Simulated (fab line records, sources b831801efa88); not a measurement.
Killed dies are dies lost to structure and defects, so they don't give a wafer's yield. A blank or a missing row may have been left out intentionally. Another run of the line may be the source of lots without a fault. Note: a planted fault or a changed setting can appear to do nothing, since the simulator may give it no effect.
fab line records	flow gf180mcu
[record] lots = 14	wafers = 42	lastDay = 33
route steps=602 shown HV_LDD@207 SALICIDE@280 CONTACT@311 V1@340
lots that met no fault: from a run of the same line without faults
startH: start of the lot's first displayed wafer, in hours after the record's first day	waitH: time in hours since the lot's previous step	" the same as in the row above	L1.1+2: a row that stands for several wafers	- no value, or no start given	* or withheld: withheld	< > ~ a bound
route shown NAME@n: names a module that has steps shown in the file, with the first one's number in the route	usual: mean/standard deviation of fault-free wafers	same: alike in all rows	chamber/n: place in a boat	sites: each site's reading	_std_site: the values' standard deviation	_edge_site: outer sites' mean less inner sites'	radiusMm: how far each site lies from the wafer's centre	mask NAME#n: copy n	behind: the last tool/chamber to shape the wafer	hold: why the lot was held/for how many hours/how that ended	device: the n, p or np transistor that did not switch	end of line: the tests these same wafers got at the end of their route	for a step that has no rows: nothing shown but its recipe	killed: count of dies lost to structure and defects at first sort (not the wafer's yield)	map: a wafer's dies, x killed, . not, _ none there
set.NAME: the setting that was run; set.NAME@STEP: the one run at that earlier step	model.NAME: the simulator's own value behind a step, which no gauge read
a sample of lots followed through the steps of the route, with each step as a table and each wafer as a row
services: when a tool's chamber went out of use (startH, in hours from the record's first day, below 0 if earlier), for how many hours, and the reason
[[steps]]
[step GF_HV_LDD_CD_MEAS_31]
[recipe] targetCdNm = 400
[usual] cdNm = 399.7/2.4
lot.wafer	tool	chamber	startH	waitH	cdNm
L265.3	cdSem-01	-	260.74	0.1	395.5
L265.5	"	-	"	"	396.7
L265.6	"	-	"	"	395.6
L267.1	cdSem-01	-	269.11	0.1	401.0
L267.2	"	-	"	"	398.2
L267.4	"	-	"	"	400.7
L269.2	cdSem-02	-	294.12	0.1	397.2
L269.4	"	-	"	"	397.2
L269.5	"	-	"	"	396.9
L270.1	cdSem-02	-	298.76	0.1	403.5
L270.2	"	-	"	"	402.3
L270.3	"	-	"	"	404.7
L272.1	cdSem-01	-	321.16	0.1	396.3
L272.3	"	-	"	"	398.2
L272.4	"	-	"	"	398.0
L273.2	cdSem-02	-	328.37	0.1	398.4
L273.5	"	-	"	"	398.0
L273.6	"	-	"	"	396.8
L274.1	cdSem-02	-	333.54	0.1	398.3
L274.2	"	-	"	"	400.1
L274.3	"	-	"	"	400.9
L276.1	cdSem-02	-	349.65	0.1	401.5
L276.2	"	-	"	"	400.2
L276.5	"	-	"	"	399.6
L277.3	cdSem-02	-	355.21	0.1	399.6
L277.5	"	-	"	"	397.9
L277.6	"	-	"	"	400.8
L278.3	cdSem-01	-	357.94	0.1	400.6
L278.5	"	-	"	"	400.9
L278.6	"	-	"	"	400.0
L280.1	cdSem-02	-	372.31	0.1	402.3
L280.5	"	-	"	"	399.9
L280.6	"	-	"	"	400.4
L279.1	cdSem-01	-	374.10	0.1	404.8
L279.4	"	-	"	"	402.3
L279.6	"	-	"	"	401.2
L284.1	cdSem-02	-	395.79	0.1	395.6
L284.4	"	-	"	"	399.5
L284.5	"	-	"	"	396.5
L285.4	cdSem-02	-	405.06	0.1	403.1
L285.5	"	-	"	"	402.9
L285.6	"	-	"	"	403.3
[step GF_SALICIDE_SPUTTER_02]
[recipe] material = Co	targetThkNm = 10	powerW = 1000	timeS = 20	chamberPressurePa = 0.4
[usual] throttleValvePct = 29.8/1.4
lot.wafer	tool	chamber	startH	waitH	throttleValvePct
L265.3	pvdSputter-01	-	348.02	0.0	31.4
L265.5	"	-	"	"	30.7
L265.6	"	-	"	"	31.3
L267.1	pvdSputter-02	-	359.23	0.0	29.7
L267.2	"	-	"	"	30.0
L267.4	"	-	"	"	29.0
L269.2	pvdSputter-03	-	383.88	0.0	29.6
L269.4	"	-	"	"	32.6
L269.5	"	-	"	"	32.6
L270.1	pvdSputter-02	-	389.56	0.0	29.8
L270.2	"	-	"	"	29.7
L270.3	"	-	"	"	28.2
L272.1	pvdSputter-01	-	414.20	0.0	27.9
L272.3	"	-	"	"	31.0
L272.4	"	-	"	"	31.1
L273.2	pvdSputter-03	-	422.62	0.0	27.8
L273.5	"	-	"	"	30.5
L273.6	"	-	"	"	28.3
L274.1	pvdSputter-01	-	427.18	0.0	31.2
L274.2	"	-	"	"	29.9
L274.3	"	-	"	"	30.8
L276.1	pvdSputter-03	-	445.33	0.0	28.1
L276.2	"	-	"	"	32.4
L276.5	"	-	"	"	28.1
L277.3	pvdSputter-03	-	451.28	0.0	30.6
L277.5	"	-	"	"	30.0
L277.6	"	-	"	"	30.3
L278.3	pvdSputter-02	-	453.25	0.0	29.1
L278.5	"	-	"	"	29.8
L278.6	"	-	"	"	27.9
L280.1	pvdSputter-01	-	469.68	0.0	27.9
L280.5	"	-	"	"	30.7
L280.6	"	-	"	"	31.2
L279.1	pvdSputter-02	-	472.33	0.0	28.9
L279.4	"	-	"	"	30.0
L279.6	"	-	"	"	29.3
L284.1	pvdSputter-03	-	495.16	0.0	30.5
L284.4	"	-	"	"	29.8
L284.5	"	-	"	"	30.2
L285.4	pvdSputter-03	-	506.71	0.0	32.5
L285.5	"	-	"	"	28.3
L285.6	"	-	"	"	30.4
[step GF_SALICIDE_RS_MEAS_04]
[recipe] thkMeasGauge = four-point-probe	reads = TiN_of_SALICIDE_SPUTTER_03+Co_of_SALICIDE_SPUTTER_02
[usual] SALICIDE_TIN_RS = 16.36/0.28
lot.wafer	tool	chamber	startH	waitH	SALICIDE_TIN_RS[ohm/sq]
L265.3	filmMetro-01	-	348.11	0.1	16.06
L265.5	"	-	"	"	16.29
L265.6	"	-	"	"	16.21
L267.1	filmMetro-04	-	359.28	0.0	16.63
L267.2	"	-	"	"	16.52
L267.4	"	-	"	"	16.49
L269.2	filmMetro-04	-	383.96	0.0	16.66
L269.4	"	-	"	"	16.13
L269.5	"	-	"	"	16.11
L270.1	filmMetro-04	-	389.61	0.0	15.91
L270.2	"	-	"	"	16.12
L270.3	"	-	"	"	15.99
L272.1	filmMetro-01	-	414.26	0.0	16.88
L272.3	"	-	"	"	16.48
L272.4	"	-	"	"	16.24
L273.2	filmMetro-01	-	422.80	0.1	16.27
L273.5	"	-	"	"	16.17
L273.6	"	-	"	"	16.11
L274.1	filmMetro-01	-	427.24	0.0	16.15
L274.2	"	-	"	"	16.50
L274.3	"	-	"	"	16.50
L276.1	filmMetro-04	-	445.39	0.0	16.36
L276.2	"	-	"	"	16.50
L276.5	"	-	"	"	16.14
L277.3	filmMetro-04	-	451.37	0.1	16.16
L277.5	"	-	"	"	16.33
L277.6	"	-	"	"	16.10
L278.3	filmMetro-03	-	453.34	0.1	15.85
L278.5	"	-	"	"	15.99
L278.6	"	-	"	"	15.89
L280.1	filmMetro-01	-	469.74	0.0	16.54
L280.5	"	-	"	"	16.27
L280.6	"	-	"	"	16.11
L279.1	filmMetro-01	-	472.38	0.0	16.52
L279.4	"	-	"	"	16.60
L279.6	"	-	"	"	16.40
L284.1	filmMetro-01	-	495.21	0.0	17.93
L284.4	"	-	"	"	18.17
L284.5	"	-	"	"	18.14
L285.4	filmMetro-04	-	506.82	0.1	17.83
L285.5	"	-	"	"	18.11
L285.6	"	-	"	"	17.69
[step GF_CONTACT_CVD_24]
[recipe] material = W	targetThkNm = 300	timeS = 90.339	tempC = 400	pressureTorr = 40
[usual] heaterPowerOuterW = 492/29	heaterPowerW = 819/60
[same] timeS = 90.339
lot.wafer	tool	chamber	startH	waitH	heaterPowerOuterW	heaterPowerW
L265.3	cvdW-01	0	370.57	0.1	505	809
L265.5	"	0	"	"	494	840
L265.6	"	1	"	"	523	906
L267.1	cvdW-02	1	383.46	0.0	497	751
L267.2	"	0	"	"	471	814
L267.4	"	1	"	"	499	780
L269.2	cvdW-01	1	408.01	0.0	515	929
L269.4	"	1	"	"	525	923
L269.5	"	0	"	"	509	826
L270.1	cvdW-02	0	414.27	0.0	429	716
L270.2	"	1	"	"	502	773
L270.3	"	1	"	"	507	778
L272.1	cvdW-01	0	439.69	0.0	502	811
L272.3	"	0	"	"	494	828
L272.4	"	0	"	"	506	848
L273.2	cvdW-02	1	447.89	0.0	511	776
L273.5	"	0	"	"	427	739
L273.6	"	1	"	"	502	761
L274.1	cvdW-01	0	452.23	0.0	499	829
L274.2	"	0	"	"	498	825
L274.3	"	0	"	"	500	831
L276.1	cvdW-02	1	471.49	0.0	511	773
L276.2	"	0	"	"	425	751
L276.5	"	0	"	"	440	745
L277.3	cvdW-02	1	477.05	0.1	505	772
L277.5	"	0	"	"	435	756
L277.6	"	1	"	"	492	788
L278.3	cvdW-01	0	478.47	0.1	514	833
L278.5	"	0	"	"	489	819
L278.6	"	0	"	"	496	825
L280.1	cvdW-02	0	496.07	0.0	437	746
L280.5	"	1	"	"	502	783
L280.6	"	0	"	"	427	733
L279.1	cvdW-01	0	498.27	0.0	500	803
L279.4	"	0	"	"	505	804
L279.6	"	0	"	"	502	821
L284.1	cvdW-01	1	519.82	0.0	517	898
L284.4	"	1	"	"	521	913
L284.5	"	1	"	"	516	916
L285.4	cvdW-01	0	532.16	0.1	521	820
L285.5	"	0	"	"	488	837
L285.6	"	1	"	"	534	937
[step GF_V1_BOW_MEAS_05]
[recipe] mode = bow
[usual] V1_BOW = 82/8
lot.wafer	tool	chamber	startH	waitH	V1_BOW[um]
L265.3	filmMetro-03	-	395.33	0.2	91
L265.5	"	-	"	"	80
L265.6	"	-	"	"	61
L267.1	filmMetro-03	-	407.79	0.2	89
L267.2	"	-	"	"	90
L267.4	"	-	"	"	74
L269.2	filmMetro-02	-	433.82	0.2	78
L269.4	"	-	"	"	69
L269.5	"	-	"	"	68
L270.1	filmMetro-01	-	440.20	0.1	84
L270.2	"	-	"	"	69
L270.3	"	-	"	"	88
L272.1	filmMetro-01	-	465.95	0.2	87
L272.3	"	-	"	"	86
L272.4	"	-	"	"	85
L273.2	filmMetro-02	-	474.07	0.3	74
L273.5	"	-	"	"	69
L273.6	"	-	"	"	80
L274.1	filmMetro-01	-	478.66	0.2	72
L274.2	"	-	"	"	86
L274.3	"	-	"	"	91
L276.1	filmMetro-01	-	497.91	0.2	71
L276.2	"	-	"	"	65
L276.5	"	-	"	"	81
L277.3	filmMetro-03	-	502.93	0.2	80
L277.5	"	-	"	"	73
L277.6	"	-	"	"	88
L278.3	filmMetro-01	-	507.88	0.2	93
L278.5	"	-	"	"	81
L278.6	"	-	"	"	83
L280.1	filmMetro-03	-	522.68	0.2	96
L280.5	"	-	"	"	85
L280.6	"	-	"	"	92
L279.1	filmMetro-01	-	524.62	0.1	98
L279.4	"	-	"	"	79
L279.6	"	-	"	"	91
L284.1	filmMetro-02	-	545.46	0.1	97
L284.4	"	-	"	"	82
L284.5	"	-	"	"	83
L285.4	filmMetro-03	-	558.18	0.3	97
L285.5	"	-	"	"	82
L285.6	"	-	"	"	75
[[services]]
tool	chamber	startH	hours	kind
cvdW-01	0	325.80	4.5	repair
cvdW-01	-	339.09	0.5	repair
cvdW-02	-	368.55	6.0	pm
cvdW-02	-	390.00	14.0	pm
cvdW-02	0	390.00	14.0	ventCycle
cvdW-02	1	390.00	14.0	ventCycle
cvdW-02	0	404.00	-	clean
cvdW-02	1	404.00	-	clean
cvdW-01	-	413.81	6.0	pm
cvdW-01	1	421.34	83.9	repair
cvdW-01	-	460.10	2.8	pm
pvdSputter-03	0	472.29	-	consumableReplace:kit
pvdSputter-03	0	472.29	18.0	scheduledDown
pvdSputter-03	0	472.29	18.0	ventCycle
pvdSputter-02	0	482.01	-	consumableReplace:kit
pvdSputter-02	0	482.01	18.0	scheduledDown
pvdSputter-02	0	482.01	18.0	ventCycle
cvdW-02	-	485.97	2.8	pm
cvdW-02	1	497.02	5.3	repair
pvdSputter-01	-	506.63	14.9	repair
[[key]]
[firstSign] step = GF_SALICIDE_RS_MEAS_04	reading = SALICIDE_TIN_RS	direction = up	sigmas = 5.8	usual = 16.36	struck = 17.98
effect none on later readings
metAt GF_SALICIDE_SPUTTER_02
struckLots L284,L285
testerLeftOut L284,L285
notActingAt GF_HV_LDD_CD_MEAS_31,GF_CONTACT_CVD_24,GF_V1_BOW_MEAS_05
onsetBetween 451.28 495.16
alsoFits time
[fault] kind = processParameterDrift	tool = pvdSputter-03	chamber = -	onsetH = 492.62	steps = GF_SALICIDE_SPUTTER_02	channel = timeS	offset = *	shape = step	endH = 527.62	actsIn = *	stated = *
// testerLeftOut: of these lots the tester's yield and bins aren't shown, on N5 and GAA mostly nor the transistor test; their killed dies are dies lost to structure and defects alone, not to doping, threshold or leakage, so they don't give the yield
